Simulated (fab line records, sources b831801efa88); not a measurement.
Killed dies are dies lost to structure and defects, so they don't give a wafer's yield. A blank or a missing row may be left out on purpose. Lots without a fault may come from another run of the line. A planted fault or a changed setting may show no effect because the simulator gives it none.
Chamber matching | flow gf180mcu | GF_CONTACT_CMP_27 on cmp-02: 4 sister chambers
The step polishes, stops on SiO2, t overpolish 15 s, target thk 0 nm. 14 wafers are shown with their chamber, then 7 later ones without.

WAFERS WITH THEIR CHAMBER
wafer  | chamber | motor_current_A (A) | overpolish_run_s (s) | time_to_endpoint_s (s)
L362.1 | 0       | 11.7                | 14.999               | 72
L362.3 | 2       | 12.0                | 14.989               | 72
L362.4 | 1       | 11.8                | 14.999               | 69
L364.1 | 3       | 13.0                | 15.003               | 69
L364.2 | 1       | 12.3                | 14.990               | 71
L364.5 | 3       | 12.9                | 14.990               | 71
L365.2 | 1       | 11.9                | 15.013               | 75
L365.3 | 2       | 12.1                | 14.992               | 76
L365.4 | 3       | 12.6                | 15.004               | 72
L372.1 | 0       | 11.8                | 15.001               | 74
L372.3 | 2       | 12.1                | 14.989               | 74
L372.5 | 3       | 12.8                | 14.997               | 73
L376.3 | 1       | 12.9                | 14.990               | 70
L376.4 | 3       | 12.2                | 14.999               | 71

SIGNATURES (means of the wafers above)
reading            | chamber 0 | chamber 1 | chamber 2 | chamber 3 | scatter within a chamber
motor_current_A    | 11.750    | 12.225    | 12.067    | 12.700    | 0.34
overpolish_run_s   | 15.00000  | 14.99800  | 14.99000  | 14.99860  | 0.00698
time_to_endpoint_s | 73.00     | 71.25     | 74.00     | 71.20     | 1.99
Rule: a wafer's distance from a chamber is the root of the sum, over the readings, of the square of ((its reading less the chamber's mean) divided by the reading's scatter). The wafer belongs to the nearest chamber; if the next one is less than 2 further off, it can't be placed. The scatter: the root of (the sum of the squares of (reading less its chamber's mean) over the shown wafers, divided by (wafers less chambers)).

WAFERS WITHOUT THEIR CHAMBER
wafer  | motor_current_A (A) | overpolish_run_s (s) | time_to_endpoint_s (s)
L376.5 | 12.8                | 15.000               | 70
L378.1 | 12.3                | 15.006               | 72
L378.4 | 13.0                | 14.999               | 68
L378.6 | 12.6                | 14.994               | 74
L380.2 | 13.0                | 15.002               | 69
L380.3 | 12.2                | 14.982               | 71
L380.4 | 13.2                | 14.996               | 68

WHICH CHAMBER EACH WENT THROUGH
wafer  | from the rows above               | in truth
L376.5 | can't be placed: 3 or 1           | 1
L378.1 | can't be placed: 1 or 3 or 0 or 2 | 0
L378.4 | can't be placed: 3 or 1           | 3
L378.6 | can't be placed: 3 or 2 or 1 or 0 | 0
L380.2 | can't be placed: 3 or 1           | 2
L380.3 | can't be placed: 2 or 1 or 3 or 0 | 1
L380.4 | can't be placed: 3 or 1           | 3
Placed correctly: 0 of 7. Can't be placed from these rows: 7 (the true chamber is among the candidates in 6). Placed wrongly: 0.
